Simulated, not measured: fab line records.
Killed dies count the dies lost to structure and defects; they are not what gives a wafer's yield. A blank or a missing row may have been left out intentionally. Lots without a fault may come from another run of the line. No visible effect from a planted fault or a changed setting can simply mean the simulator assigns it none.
A lot that was struck, set against a sound lot / flow sky130 / 16 out of 708 route steps
Sound: wafers L661.1, L661.3, L661.4. Struck: wafers L668.2, L668.6 (left out: L668.3, a lot-mate that was not struck); the cause follows at the end.
Each step with rows lists, per side, the tool, then ch with its chambers, then its first start. Under that, the readings that differ: sound wafers / struck wafers / difference of the means / sigmas: that difference in standard deviations of wafers without a fault.
alike: same words and numbers on both sides, and readings whose means sit less than 2 such deviations apart. not compared: any withheld reading, any reading some wafer has no value for, any bound like >300 that may hide the same value, and any number with overlapping values for which the record gives no deviation.
Wherever a step has rows on one side only, a row that says differs or no value, or a row with sigmas, the two part there. Numbers that don't overlap but have no deviation are shown without sigmas and don't part them. A reading that every wafer of one side lacks parts them only if that side has two wafers or more.

SKY_VIA3_CMP_02: polishes SiO2.
  sound on cmp-01 ch 0,2,3, day 40 04:23; struck on cmp-01 ch 1,2, day 42 10:22
  alike: motor current A, slurry flow ml min
SKY_VIA3_BOW_MEAS_03:
  struck on film metro-04, day 42 10:41; sound on film metro-04, day 40 04:41
  alike: VIA3_BOW
then, 8 steps without rows for these wafers: SKY_VIA3_DEHYDRATE_04 (time 60 s); SKY_VIA3_HMDS_05 (prime time 60 s); SKY_VIA3_COAT_06 (resist thk 60 nm); SKY_VIA3_COAT_07 (resist thk 450 nm); SKY_VIA3_SOFTBAKE_08 (time 90 s); SKY_VIA3_EXPOSE_09 (exposes mask VIM3, target cd 200 nm); SKY_VIA3_PEB_10; SKY_VIA3_DEVELOP_11 (develop time 60 s).
SKY_VIA3_CD_MEAS_12: target cd 200 nm.
  struck on cd sem-01, day 43 10:11; sound on cd sem-01, day 41 04:49
  alike: cd nm
SKY_VIA3_OVL_MEAS_13:
  struck on overlay-01, day 43 10:17; sound on overlay-01, day 41 04:56
  alike: VIA3_OVL
SKY_VIA3_ETCH_14: etches BARC in N2/H2, stops on SiO2, time 45.9 s, target depth 60 nm.
  sound on rie diel-03 ch 1,2,3, day 41 04:58; struck on rie diel-03 ch 1,3, day 43 10:19
reading=oes product au (a.u.); sound=0.859 0.854 0.851; struck=0.840 0.849; difference=-0.010; sigmas=-2
reading=model.KrF-thick_of_VIA3_COAT_07.thk nm (nm); sound=391.3 392.5 390.4; struck=400.6 399.7; difference=+8.8; sigmas=
  alike: drypump motor current A, rf fwd power W, throttle valve pct
  not compared: rf hours counter h
SKY_VIA3_ETCH_15: etches SiO2 in C4F8/O2/Ar, stops on TiN, target depth 507 nm, time 78 s.
  sound on rie diel-03 ch 1,2,3, day 41 05:01; struck on rie diel-03 ch 1,3, day 43 10:22
reading=model.KrF-thick_of_VIA3_COAT_07.thk nm (nm); sound=291.6 293.3 287; struck=298.7 298.4; difference=+7.9; sigmas=
  alike: oes product au, rf fwd power W
  not compared: rf hours counter h
SKY_VIA3_STRIP_16: strips in O2/N2.
  sound on plasma asher-01 ch 0,1, day 41 05:04; struck on plasma asher-04 ch 0,1, day 43 10:25
reading=strip time to endpoint s (s); sound=4.141 4.153 4.084; struck=4.207 4.224; difference=+0.090; sigmas=+4
  alike: drypump motor current A, o2 flow sccm, oes product au
  not compared: rf hours counter h
then, 1 step without rows for these wafers: SKY_VIA3_STRIP_17 (strips in post etch residue remover, time 1200 s).

== WHERE THEY PART ==
Earliest at SKY_VIA3_ETCH_14; latest, in this record, at SKY_VIA3_STRIP_16.

WHY: what had been put in by the simulator
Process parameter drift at SKY_VIA3_ETCH_14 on rie diel-03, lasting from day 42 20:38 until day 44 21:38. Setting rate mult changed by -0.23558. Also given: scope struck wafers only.
